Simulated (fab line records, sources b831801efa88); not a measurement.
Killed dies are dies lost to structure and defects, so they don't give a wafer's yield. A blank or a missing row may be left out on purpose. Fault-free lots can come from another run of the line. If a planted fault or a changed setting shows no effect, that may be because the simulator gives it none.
A lot that was struck, set against a sound lot    flow sfq-line    14 steps out of a route of 325
Sound: wafers L830.3, L830.4, L830.6. The struck wafers were L840.1, L840.5, L840.6. The cause is named last.
Per side, at each step with rows, come the tool, then ch with its chambers, and then its first start. Under that, the readings that differ: sound wafers    struck wafers    difference of the means    sigmas: that difference in standard deviations of wafers without a fault.
alike: same words and numbers on both sides, and readings whose means sit less than 2 such deviations apart. not compared: any withheld reading, any reading some wafer has no value for, any bound like >300 that may hide the same value, and any number with overlapping values for which the record gives no deviation.
A row with sigmas, a row that says differs or no value, or rows on one side alone: a step with any of these is where the two part. Numbers that have no deviation but don't overlap get no sigmas and don't part them. Lack of a reading on every wafer of one side parts them only where that side has two or more wafers.

SFQ_TRILAYER_M6_BARC_OPEN_METAL_ETCH_206: etches BARC in O2, target depth 125 nm, time 41.7 s.
  sound on rie-metal-01 ch 0,1, day 65 19:15; struck on rie-metal-04 ch 0,1, day 69 14:14
  alike: drypump-motor-current-A, oes-product-au, rf-fwd-power-W
  not compared: rf-hours-counter-h
SFQ_TRILAYER_M6_ETCH_METAL_ETCH_162: etches Nb in Cl2/Ar, stops on SiO2, target depth 240 nm, time 120 s.
  sound on rie-metal-01 ch 0,1, day 65 19:20; struck on rie-metal-04 ch 0,1, day 69 14:17
  alike: drypump-motor-current-A, oes-product-au, rf-fwd-power-W
  not compared: rf-hours-counter-h
SFQ_TRILAYER_M6_STRIP_STRIP_163: strips in O2.
  sound on rie-metal-01 ch 0,1, day 65 19:37; struck on rie-metal-04 ch 0,1, day 69 14:25
reading                sound              struck             difference  sigmas
oes-product-au (a.u.)  0.999 0.985 0.984  1.014 1.002 1.012  +0.020      +2
  alike: drypump-motor-current-A
  not compared: rf-hours-counter-h
then, 1 step without rows for these wafers: SFQ_TRILAYER_M6_STRIP_SOLV_CLEAN_164 (cleans in NMP, time 600 s).
SFQ_TRILAYER_I6_DEP_PECVD_165: deposits SiO2 from SiH4/N2O, time 111.11 s, target thk 500 nm.
  sound on pecvd-03 ch 0,2, day 65 20:11; struck on pecvd-03 ch 0,1,2, day 69 15:11
  alike: heater-power-w, rf-fwd-power-W, throttle-valve-pct
SFQ_TRILAYER_I6_CMP_CMP_166: polishes SiO2.
  sound on cmp-02 ch 0,3, day 65 20:16; struck on cmp-01 ch 1,2, day 69 15:46
  alike: motor-current-A, slurry-flow-ml-min, time-to-endpoint-s
SFQ_I6_BOW_MEAS_941:
  sound: film-metro-04 at day 65 23:18; struck: film-metro-03 at day 69 18:16
  alike: I6_BOW
then, 5 steps without rows for these wafers: SFQ_TRILAYER_I6_METRO_MEASURE_167; SFQ_TRILAYER_I6_VIA_LITHO_COAT_174 (resist thk 62 nm); SFQ_TRILAYER_I6_VIA_LITHO_COAT_169 (resist thk 650 nm); SFQ_TRILAYER_I6_VIA_LITHO_SOFTBAKE_173; SFQ_TRILAYER_I6_VIA_LITHO_EXPOSE_170 (exposes mask I6, target cd 700 nm).
-- the record jumps here: 4 days lie between the struck wafers' starts before and after --
SFQ_TRILAYER_I6_VIA_LITHO_PEB_172: peb time 60 s.
  struck on litho-track-01, day 73 14:51; sound on litho-track-04 ch 0, day 70 17:40
  no value came back on the struck wafers for chill-plate-temp-C (C), exhaust-pa (Pa); on the sound wafers chill-plate-temp-C (C) reads 23.20 23.03 23.18
then, 1 step without rows for these wafers: SFQ_TRILAYER_I6_VIA_LITHO_DEVELOP_171 (time 60 s).

== WHERE THEY PART ==
Last at SFQ_TRILAYER_I6_VIA_LITHO_PEB_172 as far as this record goes, first at SFQ_TRILAYER_M6_STRIP_STRIP_163.

WHY: what had been put in by the simulator
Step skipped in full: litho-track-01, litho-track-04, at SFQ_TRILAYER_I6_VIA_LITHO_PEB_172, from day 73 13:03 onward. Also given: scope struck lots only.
